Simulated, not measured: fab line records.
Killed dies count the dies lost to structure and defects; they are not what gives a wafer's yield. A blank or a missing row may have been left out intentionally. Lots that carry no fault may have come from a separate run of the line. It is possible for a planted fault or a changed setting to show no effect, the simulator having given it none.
Comparing a struck lot with a sound one | flow gf180mcu | 15 out of 602 route steps
Sound: wafers L717.1, L717.3, L717.5. Wafers L733.1, L733.4, L733.5 were the ones struck. The cause comes at the end.
Per side, at each step with rows, come the tool, then ch with its chambers, and then its first start. Under that, the readings that differ: sound wafers | struck wafers | difference of the means | sigmas: that difference in standard deviations of wafers without a fault.
alike: same words and numbers on both sides, and readings whose means sit less than 2 such deviations apart. not compared: any withheld reading, any reading some wafer has no value for, any bound like >300 that may hide the same value, and any number with overlapping values for which the record gives no deviation.
A row with sigmas, a row that says differs or no value, or rows on one side alone: a step with any of these is where the two part. Numbers that don't overlap but have no deviation are shown without sigmas and don't part them. A reading that every wafer of one side lacks parts them only if that side has two wafers or more.

first, 1 step without rows for these wafers: GF_DNWELL_IMPLANT_07.
GF_DNWELL_STRIP_08: strips in O2/N2.
  sound on plasmaAsher-02 ch 0,1, day 3 00:19; struck on plasmaAsher-04 ch 0,1, day 6 06:51
reading                  | sound             | struck            | difference | sigmas
drypumpMotorCurrentA (A) | 5.65 5.63 5.77    | 6.08 6.10 6.01    | +0.38      | +2
n2FlowSccm (sccm)        | 298.6 300.1 298.9 | 301.9 301.0 301.3 | +2.2       | +2
  alike: heaterPowerW, oesProductAu, stripTimeToEndpointS
  not compared: rfHoursCounterH
GF_DNWELL_TW_MEAS_09:
  sound on filmMetro-01 at day 3 00:25; struck on filmMetro-04 at day 6 06:57
reading   | sound          | struck         | difference | sigmas
DNWELL_TW | 1362 1361 1367 | 1335 1339 1337 | -26        | -2
then, 7 steps without rows for these wafers: GF_NWELL_DEHYDRATE_00 (time 60 s); GF_NWELL_HMDS_01 (prime time 60 s); GF_NWELL_COAT_02 (resist thk 3000 nm); GF_NWELL_SOFTBAKE_03; GF_NWELL_EXPOSE_04 (exposes mask Nwell, target cd 860 nm); GF_NWELL_PEB_05; GF_NWELL_DEVELOP_06 (develop time 60 s).
GF_NWELL_OVL_MEAS_07:
  sound on overlay-02 at day 3 12:19; struck on overlay-01 at day 6 22:06
  alike: NWELL_OVL
following that, these wafers have no rows for 1 step: GF_NWELL_IMPLANT_08.
GF_NWELL_IMPLANT_09:
  struck on implanter-03, day 6 22:17; sound on implanter-03 ch 0, day 3 12:29
  no value came back on the struck wafers for beamEnergyKeV, beamOnS (s), endStationPressureTorr (Torr); on the sound wafers beamEnergyKeV reads 160.03 160.01 159.99
GF_NWELL_STRIP_10: strips in O2/N2.
  sound on plasmaAsher-03 ch 0,1, day 3 12:38; struck on plasmaAsher-04 ch 0,1, day 6 22:26
  alike: drypumpMotorCurrentA, heaterPowerW, n2FlowSccm, oesProductAu, stripTimeToEndpointS
  not compared: rfHoursCounterH
GF_NWELL_TW_MEAS_11:
  sound on filmMetro-01 at day 3 12:44; struck on filmMetro-02 at day 6 22:46
reading  | sound          | struck         | difference | sigmas
NWELL_TW | 1582 1583 1578 | 1485 1489 1492 | -92        | -7
  not compared: hold

## WHERE THEY PART
Last at GF_NWELL_TW_MEAS_11 as far as this record goes, first at GF_DNWELL_STRIP_08.

WHY: what had been put in by the simulator
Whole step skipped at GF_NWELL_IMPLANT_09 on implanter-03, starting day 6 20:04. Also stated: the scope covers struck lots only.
